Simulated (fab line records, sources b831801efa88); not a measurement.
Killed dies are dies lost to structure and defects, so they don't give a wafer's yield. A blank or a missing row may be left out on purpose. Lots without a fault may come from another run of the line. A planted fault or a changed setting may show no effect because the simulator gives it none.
fab line records | flow sky130
record lots=6 wafers=18 last_day=49
route steps=708 shown LDD_HVN@268 LDD_HVP@278 PAD_OPEN@708
lots that met no fault: from a run of the same line without faults
start_h: hours from the record's first day to the start of the lot's first wafer shown | wait_h: hours since the lot's step before | " the same as in the row above | L1.1+2: a row that stands for several wafers | - no value, or no start given | * or withheld: withheld | < > ~ a bound
route shown NAME@n: a module of which the file shows steps, and the number in the route of the first | usual: mean/standard deviation of fault-free wafers | same: alike in all rows | chamber/n: place in a boat | sites: the reading at each site | _std_site: their standard deviation | _edge_site: outer sites' mean less inner sites' | radius_mm: how far each site lies from the wafer's centre | mask NAME#n: copy n | behind: the tool/chamber that last shaped the wafer | hold: why the lot was held/for how many hours/how that ended | device: the transistor (n, p or np) that didn't switch | end of line: the same wafers' tests at the end of the route | a step without rows: its recipe alone | killed: dies lost to structure and defects at the first sort, not the wafer's yield | map: a wafer's dies, x killed, . not, _ none there
set.NAME: the setting as run; set.NAME@STEP: as run at that earlier step | model.NAME: the simulator's own value behind a step, which no gauge read
lots at some steps of the route; a table a step, a row a wafer
services: from which hour (start_h, from the record's first day; less than 0 if before it) a tool's chamber was out of use, for how many hours, and why
## steps
# step SKY_LDD_HVN_HMDS_01
# recipe prime_time_s=60 prime_temp_c=120
# step SKY_LDD_HVN_COAT_02
# recipe resist=NOVOLAK spin_rpm=3000 resist_thk_nm=300
# step SKY_LDD_HVN_SOFTBAKE_03
# recipe temp_c=90 time_s=60 resist=NOVOLAK
# step SKY_LDD_HVN_EXPOSE_04
# recipe mask_id=HVNTM na=0.6 source_shape=conventional sigma_outer=0.6 polarization=unpolarized target_cd_nm=700 dose_mj=127
# step SKY_LDD_HVN_PEB_05
# recipe temp_c=withheld time_s=* resist=NOVOLAK
# step SKY_LDD_HVN_DEVELOP_06
# recipe resist=NOVOLAK developer=TMAH develop_time_s=60 dev_temp_c=23
# step SKY_LDD_HVN_OVL_MEAS_07
# usual LDD_HVN_OVL=-0.8/1.3
# columns lot.wafer tool chamber start_h wait_h LDD_HVN_OVL[nm]
L300.1 overlay-01 - 506.19 0.1 1.9
L300.4 " - " " 1.8
L300.6 " - " " -0.2
L303.2 overlay-02 - 544.08 0.1 -0.4
L303.3 " - " " -1.3
L303.6 " - " " 1.2
L306.1 overlay-01 - 556.64 0.1 1.1
L306.3 " - " " -2.0
L306.6 " - " " -0.8
L308.2 overlay-02 - 578.29 0.1 -1.5
L308.3 " - " " -1.3
L308.6 " - " " -2.2
L314.1 overlay-02 - 632.93 0.1 0.1
L314.3 " - " " -0.8
L314.5 " - " " -2.2
L316.1 overlay-02 - 640.93 0.1 -1.2
L316.2 " - " " -0.8
L316.4 " - " " -0.9
# step SKY_LDD_HVN_IMPLANT_08
# recipe species=P energy_kev=60 dose_cm2=3e+13 tilt_deg=40
# step SKY_LDD_HVN_STRIP_09
# recipe chemistry=O2/N2 power_w=1400 pressure_mtorr=1500 platen_temp_c=withheld o2_flow_sccm=3000 n2_flow_sccm=300 overash_fraction=0.5
# usual drypump_motor_current_A=5.6/0.62 n2_flow_sccm=300.1/0.9 oes_product_au=0.409/0.004 strip_time_to_endpoint_s=4.142/0.018
# columns lot.wafer tool chamber start_h wait_h drypump_motor_current_A n2_flow_sccm oes_product_au rf_hours_counter_h strip_time_to_endpoint_s
L300.1 plasma_asher-02 0 506.37 0.1 6.4 301.4 0.409 81 4.129
L300.4 " 1 " " 4.9 299.1 0.412 - 4.136
L300.6 " 1 " " 4.8 298.9 0.408 - 4.144
L303.2 plasma_asher-04 0 544.26 0.1 5.5 300.2 0.409 41 4.136
L303.3 " 0 " " 5.6 300.0 0.407 - 4.140
L303.6 " 0 " " 5.6 301.3 0.410 - 4.147
L306.1 plasma_asher-02 1 556.82 0.1 4.9 300.1 0.405 87 4.161
L306.3 " 0 " " 6.4 300.8 0.402 - 4.150
L306.6 " 1 " " 4.8 301.0 0.408 - 4.161
L308.2 plasma_asher-04 1 578.47 0.1 5.8 298.9 0.398 43 4.134
L308.3 " 1 " " 5.8 300.5 0.410 - 4.153
L308.6 " 1 " " 5.8 299.6 0.405 - 4.130
L314.1 plasma_asher-04 1 633.11 0.1 5.8 302.1 0.402 49 4.139
L314.3 " 1 " " 5.8 301.1 0.410 - 4.142
L314.5 " 1 " " 5.8 300.9 0.408 - 4.132
L316.1 plasma_asher-04 1 641.17 0.1 5.8 300.1 0.402 50 4.146
L316.2 " 0 " " 5.6 300.2 0.411 50 4.141
L316.4 " 0 " " 5.6 299.2 0.407 - 4.138
# step SKY_LDD_HVN_TW_MEAS_10
# usual LDD_HVN_TW=1432/7
# columns lot.wafer tool chamber start_h wait_h LDD_HVN_TW
L300.1 film_metro-03 - 506.47 0.1 1442
L300.4 " - " " 1431
L300.6 " - " " 1426
L303.2 film_metro-03 - 544.37 0.1 1435
L303.3 " - " " 1437
L303.6 " - " " 1434
L306.1 film_metro-03 - 556.92 0.1 1432
L306.3 " - " " 1426
L306.6 " - " " 1427
L308.2 film_metro-01 - 578.58 0.1 1435
L308.3 " - " " 1430
L308.6 " - " " 1435
L314.1 film_metro-01 - 633.21 0.1 1440
L314.3 " - " " 1429
L314.5 " - " " 1439
L316.1 film_metro-04 - 641.27 0.1 1440
L316.2 " - " " 1433
L316.4 " - " " 1439
# step SKY_LDD_HVP_DEHYDRATE_00
# recipe temp_c=200 time_s=60
# step SKY_LDD_HVP_HMDS_01
# recipe prime_time_s=60 prime_temp_c=120
# step SKY_LDD_HVP_COAT_02
# recipe resist=NOVOLAK spin_rpm=3000 resist_thk_nm=300
# usual chill_plate_temp_C=23.00/0.11 dispense_pressure_kPa=50.0/2.3
# columns lot.wafer tool chamber start_h wait_h chill_plate_temp_C dispense_pressure_kPa
L300.1 litho_track-02 0 520.86 0.1 22.90 50.9
L300.4 " 0 " " 22.79 50.8
L300.6 " 0 " " 22.80 50.9
L303.2 litho_track-02 - 558.19 0.1 - -
L303.3 " - " " - -
L303.6 " - " " - -
L306.1 litho_track-03 - 571.90 0.1 - -
L306.3 " - " " - -
L306.6 " - " " - -
L308.2 litho_track-01 0 591.50 0.1 22.84 45.6
L308.3 " 0 " " 22.99 45.6
L308.6 " 0 " " 22.96 45.6
L314.1 litho_track-03 0 646.35 0.1 23.05 51.6
L314.3 " 0 " " 23.03 51.6
L314.5 " 0 " " 23.08 51.6
L316.1 litho_track-02 0 655.11 0.1 23.12 51.0
L316.2 " 0 " " 23.19 50.9
L316.4 " 0 " " 23.16 50.9
# step SKY_LDD_HVP_SOFTBAKE_03
# recipe temp_c=90 time_s=60 resist=NOVOLAK
# step SKY_LDD_HVP_EXPOSE_04
# recipe mask_id=HVPTM na=0.6 source_shape=conventional sigma_outer=0.6 polarization=unpolarized target_cd_nm=700 dose_mj=86
# step SKY_LDD_HVP_PEB_05
# recipe temp_c=withheld time_s=* resist=NOVOLAK
# step SKY_LDD_HVP_DEVELOP_06
# recipe resist=NOVOLAK developer=TMAH develop_time_s=60 dev_temp_c=23
# step SKY_LDD_HVP_OVL_MEAS_07
# usual LDD_HVP_OVL=0.0/1.7
# columns lot.wafer tool chamber start_h wait_h LDD_HVP_OVL[nm]
L300.1 overlay-02 - 536.33 0.1 -0.3
L300.4 " - " " -0.5
L300.6 " - " " -0.1
L303.2 overlay-02 - 574.11 0.1 -
L303.3 " - " " -
L303.6 " - " " -
L306.1 overlay-01 - 586.66 0.1 -
L306.3 " - " " -
L306.6 " - " " -
L308.2 overlay-01 - 606.47 0.1 0.9
L308.3 " - " " 0.8
L308.6 " - " " 1.5
L314.1 overlay-02 - 661.43 0.1 -0.6
L314.3 " - " " -1.6
L314.5 " - " " 0.3
L316.1 overlay-02 - 669.61 0.1 -0.7
L316.2 " - " " -1.5
L316.4 " - " " -0.6
# step SKY_LDD_HVP_IMPLANT_08
# recipe species=B energy_kev=20 dose_cm2=1.7e+13 tilt_deg=17.9
# step SKY_PAD_OPEN_PROBE_99
# usual killed_at_M0_to_M3=43/6.8 killed_at_M4_up=3.2/1.8 killed_at_contacts=24/5.2 killed_at_front_end=15/4.2 killed_at_other=0.4/0.62 killed_dies=85/8.7 killed_on_rim=17/3.7 killed_open=46/6.7 killed_short=39/5.9
# same gross_dies=492 killed_at_back_side=0
# columns lot.wafer tool chamber start_h wait_h killed_at_M0_to_M3 killed_at_M4_up killed_at_contacts killed_at_front_end killed_at_other killed_dies killed_on_rim killed_open killed_short
L300.1 prober-02 - 1102.41 0.1 33 3 25 21 0 82 15 48 34
L300.4 prober-02 - 1102.56 0.2 42 2 18 18 0 80 11 43 35
L300.6 prober-02 - 1102.66 0.2 45 3 23 14 1 86 11 41 45
L303.2 prober-02 - 1125.40 0.1 55 2 27 408 0 492 96 50 40
L303.3 prober-02 - 1125.45 0.2 38 5 29 419 1 492 96 39 42
L303.6 prober-02 - 1125.60 0.2 38 4 15 435 0 492 96 41 31
L306.1 prober-01 - 1136.56 0.1 48 5 26 413 0 492 96 46 49
L306.3 prober-01 - 1136.66 0.2 35 6 24 427 0 492 96 45 36
L306.6 prober-01 - 1136.81 0.2 43 2 30 417 0 492 96 50 33
L308.2 prober-01 - 1147.37 0.1 46 6 21 13 0 86 17 45 41
L308.3 prober-01 - 1147.42 0.2 33 4 20 18 0 75 14 32 43
L308.6 prober-01 - 1147.57 0.2 41 4 27 14 0 86 14 37 49
L314.1 prober-01 - 1181.44 0.1 45 4 20 17 0 86 20 36 50
L314.3 prober-01 - 1181.54 0.2 33 2 26 20 0 81 20 41 40
L314.5 prober-01 - 1181.64 0.2 34 1 24 13 1 73 12 42 31
# killed by level:class
L300.1 VIA1:geometric_particle:open=10 POLY_GATE:geometric_particle:open=8 CONTACT:geometric_particle:open=8 LI_CONTACT:geometric_particle:open=6 VIA3:geometric_particle:open=6 FIELD_ISO:geometric_particle:short=5 METAL2:geometric_particle:short=5 METAL1:geometric_particle:short=4
L300.4 VIA1:geometric_particle:open=10 METAL1:geometric_particle:short=9 POLY_GATE:geometric_particle:short=7 LI_CONTACT:geometric_particle:open=7 POLY_GATE:geometric_particle:open=6 CONTACT:geometric_particle:open=6 VIA2:geometric_particle:open=5 VIA3:geometric_particle:open=5
L300.6 CONTACT:geometric_particle:open=8 METAL2:geometric_particle:short=8 METAL1:geometric_particle:short=7 LI_CONTACT:geometric_particle:open=7 VIA1:geometric_particle:open=6 VIA1:geometric_particle:short=6 FIELD_ISO:geometric_particle:short=5 VIA2:geometric_particle:open=5
L303.2 LDD_HVP:area_expose=402 VIA1:geometric_particle:open=11 VIA2:geometric_particle:open=9 METAL1:geometric_particle:short=8 LOCAL_INTERCONNECT:geometric_particle:short=7 METAL2:geometric_particle:short=6 LI_CONTACT:geometric_particle:open=6 CONTACT:geometric_particle:open=6
L303.3 LDD_HVP:area_expose=411 LI_CONTACT:geometric_particle:open=8 CONTACT:geometric_particle:open=8 CONTACT:geometric_particle:short=7 METAL1:geometric_particle:short=7 VIA1:geometric_particle:open=7 VIA3:geometric_particle:open=7 VIA1:geometric_particle:short=5
L303.6 LDD_HVP:area_expose=420 VIA2:geometric_particle:open=12 VIA1:geometric_particle:open=7 FIELD_ISO:geometric_particle:short=5 CONTACT:geometric_particle:short=5 METAL1:geometric_particle:short=5 VIA3:geometric_particle:open=4 POLY_GATE:geometric_particle:open=4
L306.1 LDD_HVP:area_expose=396 LI_CONTACT:geometric_particle:open=9 CONTACT:geometric_particle:open=9 VIA1:geometric_particle:open=8 VIA3:geometric_particle:short=8 METAL2:geometric_particle:short=6 METAL1:geometric_particle:short=5 VIA1:geometric_particle:short=5
L306.3 LDD_HVP:area_expose=410 CONTACT:geometric_particle:open=10 VIA2:geometric_particle:open=9 METAL1:geometric_particle:short=6 VIA1:geometric_particle:open=6 VIA3:geometric_particle:open=5 FIELD_ISO:geometric_particle:open=4 POLY_GATE:geometric_particle:open=4
L306.6 LDD_HVP:area_expose=408 VIA1:geometric_particle:open=13 LI_CONTACT:geometric_particle:open=9 CONTACT:geometric_particle:open=8 LOCAL_INTERCONNECT:geometric_particle:short=6 CONTACT:geometric_particle:short=6 METAL1:geometric_particle:short=6 VIA3:geometric_particle:open=6
L308.2 METAL1:geometric_particle:short=13 CONTACT:geometric_particle:open=7 LI_CONTACT:geometric_particle:open=6 METAL2:geometric_particle:short=6 POLY_GATE:geometric_particle:open=5 VIA1:geometric_particle:open=5 VIA2:geometric_particle:open=5 VIA3:geometric_particle:open=5
L308.3 CONTACT:geometric_particle:short=7 CONTACT:geometric_particle:open=6 METAL1:geometric_particle:short=5 VIA2:geometric_particle:open=5 FIELD_ISO:geometric_particle:open=4 LOCAL_INTERCONNECT:geometric_particle:short=4 METAL3:geometric_particle:short=4 METAL1:geometric_particle:open=4
L308.6 CONTACT:geometric_particle:open=11 METAL1:geometric_particle:short=11 FIELD_ISO:geometric_particle:short=6 CONTACT:geometric_particle:short=6 VIA1:geometric_particle:open=6 LI_CONTACT:geometric_particle:open=5 LOCAL_INTERCONNECT:geometric_particle:short=4 VIA2:geometric_particle:short=4
L314.1 METAL1:geometric_particle:short=10 VIA1:geometric_particle:open=9 METAL2:geometric_particle:short=7 LOCAL_INTERCONNECT:geometric_particle:short=6 CONTACT:geometric_particle:open=6 VIA3:geometric_particle:short=6 SPACER:geometric_particle:open=5 VIA1:geometric_particle:short=5
L314.3 VIA1:geometric_particle:open=8 FIELD_ISO:geometric_particle:short=7 METAL1:geometric_particle:short=7 LI_CONTACT:geometric_particle:open=7 CONTACT:geometric_particle:open=7 FIELD_ISO:geometric_particle:open=6 CONTACT:geometric_particle:short=6 LOCAL_INTERCONNECT:geometric_particle:short=4
L314.5 CONTACT:geometric_particle:open=13 VIA3:geometric_particle:open=8 VIA2:geometric_particle:open=5 CONTACT:geometric_particle:short=4 VIA1:geometric_particle:open=4 METAL1:geometric_particle:short=4 METAL2:geometric_particle:short=4 FIELD_ISO:geometric_particle:short=3
# map L303.2 (x killed, . not)
__________xxxxxxxxxx_________
________xxxxxxxxxxxxxx_______
______xxxxxxxxxxxxxxxxxx_____
_____xxxxxxxxxxxxxxxxxxxx____
____xxxxxxxxxxxxxxxxxxxxxx___
___xxxxxxxxxxxxxxxxxxxxxxxx__
__xxxxxxxxxxxxxxxxxxxxxxxxxx_
_xxxxxxxxxxxxxxxxxxxxxxxxxxxx
_xxxxxxxxxxxxxxxxxxxxxxxxxxxx
_xxxxxxxxxxxxxxxxxxxxxxxxxxxx
_xxxxxxxxxxxxxxxxxxxxxxxxxxxx
_xxxxxxxxxxxxxxxxxxxxxxxxxxxx
_xxxxxxxxxxxxxxxxxxxxxxxxxxxx
_xxxxxxxxxxxxxxxxxxxxxxxxxxxx
_xxxxxxxxxxxxxxxxxxxxxxxxxxxx
__xxxxxxxxxxxxxxxxxxxxxxxxxx_
___xxxxxxxxxxxxxxxxxxxxxxxx__
____xxxxxxxxxxxxxxxxxxxxxx___
_____xxxxxxxxxxxxxxxxxxxx____
______xxxxxxxxxxxxxxxxxx_____
________xxxxxxxxxxxxxx_______
__________xxxxxxxxxx_________
# map L306.1 (x killed, . not)
__________xxxxxxxxxx_________
________xxxxxxxxxxxxxx_______
______xxxxxxxxxxxxxxxxxx_____
_____xxxxxxxxxxxxxxxxxxxx____
____xxxxxxxxxxxxxxxxxxxxxx___
___xxxxxxxxxxxxxxxxxxxxxxxx__
__xxxxxxxxxxxxxxxxxxxxxxxxxx_
_xxxxxxxxxxxxxxxxxxxxxxxxxxxx
_xxxxxxxxxxxxxxxxxxxxxxxxxxxx
_xxxxxxxxxxxxxxxxxxxxxxxxxxxx
_xxxxxxxxxxxxxxxxxxxxxxxxxxxx
_xxxxxxxxxxxxxxxxxxxxxxxxxxxx
_xxxxxxxxxxxxxxxxxxxxxxxxxxxx
_xxxxxxxxxxxxxxxxxxxxxxxxxxxx
_xxxxxxxxxxxxxxxxxxxxxxxxxxxx
__xxxxxxxxxxxxxxxxxxxxxxxxxx_
___xxxxxxxxxxxxxxxxxxxxxxxx__
____xxxxxxxxxxxxxxxxxxxxxx___
_____xxxxxxxxxxxxxxxxxxxx____
______xxxxxxxxxxxxxxxxxx_____
________xxxxxxxxxxxxxx_______
__________xxxxxxxxxx_________
## services
# columns tool chamber start_h hours kind
plasma_asher-04 - 509.19 14.6 pm
plasma_asher-04 - 555.10 6.4 repair
plasma_asher-04 - 555.39 1.1 repair
plasma_asher-04 - 643.86 1.8 repair
## key
first_sign step=SKY_LDD_HVP_COAT_02 reading=tool_record direction=missing
effect step=SKY_LDD_HVP_OVL_MEAS_07 reading=LDD_HVP_OVL direction=missing
effect step=SKY_PAD_OPEN_PROBE_99 reading=killed_at_front_end direction=up sigmas=96 usual=15 struck=420
more_kills_born_at SKY_LDD_HVP_EXPOSE_04@iline_stepper-02=1233 SKY_LDD_HVP_EXPOSE_04@iline_stepper-01=1214
met_at SKY_LDD_HVP_COAT_02
struck_wafers L303.2,L303.3,L303.6,L306.1,L306.3,L306.6
tester_left_out L303,L306
onset_between 520.86 558.19
fault kind=skipped_step_whole tool=litho_track-02,litho_track-03 chamber=- onset_h=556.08 steps=SKY_LDD_HVP_COAT_02 scope=struck_lots_only
# tester_left_out: of these lots the tester's yield and bins aren't shown, on N5 and GAA mostly nor the transistor test; their killed dies are dies lost to structure and defects alone, not to doping, threshold or leakage, so they don't give the yield
